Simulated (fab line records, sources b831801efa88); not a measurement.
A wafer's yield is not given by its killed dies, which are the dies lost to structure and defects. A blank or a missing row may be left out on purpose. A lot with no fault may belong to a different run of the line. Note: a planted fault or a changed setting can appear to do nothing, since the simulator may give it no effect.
Comparing a struck lot with a sound one	flow gf180mcu	37 steps out of a route of 602
Sound: the wafers L532.2, L532.3, L532.4. The struck wafers were L540.1, L540.3, L540.4. The cause is named last.
At each step with rows: each side's tool, then ch and its chambers, then its first start. Under that, the readings that differ: sound wafers	struck wafers	difference of the means	sigmas: that difference in standard deviations of wafers without a fault.
alike: readings with means less than 2 such deviations apart, plus words and numbers identical on both sides. not compared: withheld readings, readings lacking a value on some wafer, bounds such as >300 that could conceal the same value, and numbers that have no deviation in the record and whose values overlap.
Wherever a step has rows on one side only, a row that says differs or no value, or a row with sigmas, the two part there. Numbers that don't overlap but have no deviation are shown without sigmas and don't part them. A reading that every wafer of one side lacks parts them only if that side has two wafers or more.

first, 3 steps without rows for these wafers: GF_HV_LDD_EXPOSE_16 (exposes mask Pplus LV AREA, target cd 400 nm); GF_HV_LDD_PEB_17; GF_HV_LDD_DEVELOP_18 (develop time 60 s).
GF_HV_LDD_CD_MEAS_19: target cd 400 nm.
  sound on cd sem-01 at day 12 01:47; struck on cd sem-02 at day 14 08:43
  alike: cd nm
GF_HV_LDD_OVL_MEAS_20:
  sound on overlay-02 at day 12 01:53; struck on overlay-02 at day 14 08:50
  alike: HV_LDD_01_OVL
after that, 1 step had no rows for these wafers: GF_HV_LDD_IMPLANT_21.
GF_HV_LDD_STRIP_22: strips in O2/N2.
  sound on plasma asher-02 ch 0,1, day 12 02:04; struck on plasma asher-04 ch 0,1, day 14 09:02
  alike: drypump motor current A, heater power w, oes product au, strip time to endpoint s
  not compared: rf hours counter h
GF_HV_LDD_TW_MEAS_23:
  sound on film metro-04 at day 12 02:11; struck on film metro-01 at day 14 09:08
  alike: HV_LDD_2_TW
then, 4 steps without rows for these wafers: GF_HV_LDD_DEHYDRATE_24 (time 60 s); GF_HV_LDD_HMDS_25 (prime time 60 s); GF_HV_LDD_COAT_26 (resist thk 1000 nm); GF_HV_LDD_SOFTBAKE_27 (time 60 s).
GF_HV_LDD_EXPOSE_28: exposes mask Nplus HV AREA, target cd 400 nm.
  sound on iline stepper-01 ch 0, day 12 12:37; struck on iline stepper-01 ch 0, day 14 18:48
reading	sound	struck	difference	sigmas
mask	Nplus_HV_AREA#0 Nplus_HV_AREA#0 Nplus_HV_AREA#0	Pplus_HV_AREA#0 Pplus_HV_AREA#0 Pplus_HV_AREA#0	differs	
  alike: focus offset nm, stage vel mm s
then, 2 steps without rows for these wafers: GF_HV_LDD_PEB_29; GF_HV_LDD_DEVELOP_30 (develop time 60 s).
GF_HV_LDD_CD_MEAS_31: target cd 400 nm.
  sound on cd sem-01 at day 12 21:43; struck on cd sem-01 at day 15 05:40
reading	sound	struck	difference	sigmas
cd nm (nm)	399.3 399.8 401.2	- - -	no value on the struck wafers	
GF_HV_LDD_OVL_MEAS_32:
  sound on overlay-01 at day 12 21:49; struck on overlay-01 at day 15 05:47
reading	sound	struck	difference	sigmas
HV_LDD_02_OVL (nm)	-0.6 -1.1 -0.1	- - -	no value on the struck wafers	
then, 4 steps without rows for these wafers: GF_HV_LDD_IMPLANT_33; GF_HV_LDD_IMPLANT_34; GF_HV_LDD_IMPLANT_35; GF_HV_LDD_IMPLANT_36.
GF_HV_LDD_STRIP_37: strips in O2/N2.
  sound on plasma asher-04 ch 0,1, day 12 22:27; struck on plasma asher-01 ch 0,1, day 15 06:25
reading	sound	struck	difference	sigmas
drypump motor current A (A)	5.98 5.96 6.07	5.32 5.35 5.34	-0.67	-2
  alike: heater power w, oes product au, strip time to endpoint s
  not compared: rf hours counter h
GF_HV_LDD_TW_MEAS_38:
  sound on film metro-02 at day 12 22:34; struck on film metro-04 at day 15 06:31
reading	sound	struck	difference	sigmas
HV_LDD_3_TW	1448 1443 1448	30 30 30	-1416	-94
then, 7 steps without rows for these wafers: GF_HV_LDD_DEHYDRATE_39 (time 60 s); GF_HV_LDD_HMDS_40 (prime time 60 s); GF_HV_LDD_COAT_41 (resist thk 1000 nm); GF_HV_LDD_SOFTBAKE_42 (time 60 s); GF_HV_LDD_EXPOSE_43 (exposes mask Pplus HV AREA, target cd 400 nm); GF_HV_LDD_PEB_44; GF_HV_LDD_DEVELOP_45 (develop time 60 s).
GF_HV_LDD_CD_MEAS_46: target cd 400 nm.
  sound on cd sem-02 at day 13 19:02; struck on cd sem-02 at day 16 04:16
  alike: cd nm
GF_HV_LDD_OVL_MEAS_47:
  sound on overlay-01 at day 13 19:08; struck on overlay-02 at day 16 04:23
  alike: HV_LDD_03_OVL
after that, 1 step had no rows for these wafers: GF_HV_LDD_IMPLANT_48.
GF_HV_LDD_STRIP_49: strips in O2/N2.
  sound on plasma asher-02 ch 0,1, day 13 19:19; struck on plasma asher-04 ch 0,1, day 16 04:34
  alike: drypump motor current A, heater power w, oes product au, strip time to endpoint s
  not compared: rf hours counter h
GF_HV_LDD_TW_MEAS_50:
  sound on film metro-02 at day 13 19:25; struck on film metro-04 at day 16 04:40
reading	sound	struck	difference	sigmas
HV_LDD_4_TW	577 576 576	1441 1424 1431	+856	+99 or more
then, 1 step without rows for these wafers: GF_HV_LDD_CLEAN_51 (cleans in SC1/SC2, time 150 s).
-- a jump in the record: the struck wafers' starts before and after are 16 days apart (it breaks off in module HV_LDD and resumes in module PASSIVATION, where the first step shown is number 602 of the route) --
GF_PASSIVATION_PROBE_99:
  rows exist in the record for the struck wafers here (prober-01, day 32 05:23), but not for the sound ones

## WHERE THEY PART
At GF_HV_LDD_EXPOSE_28 first; at GF_PASSIVATION_PROBE_99 last (within this record only).

WHY: whatever the simulator had introduced
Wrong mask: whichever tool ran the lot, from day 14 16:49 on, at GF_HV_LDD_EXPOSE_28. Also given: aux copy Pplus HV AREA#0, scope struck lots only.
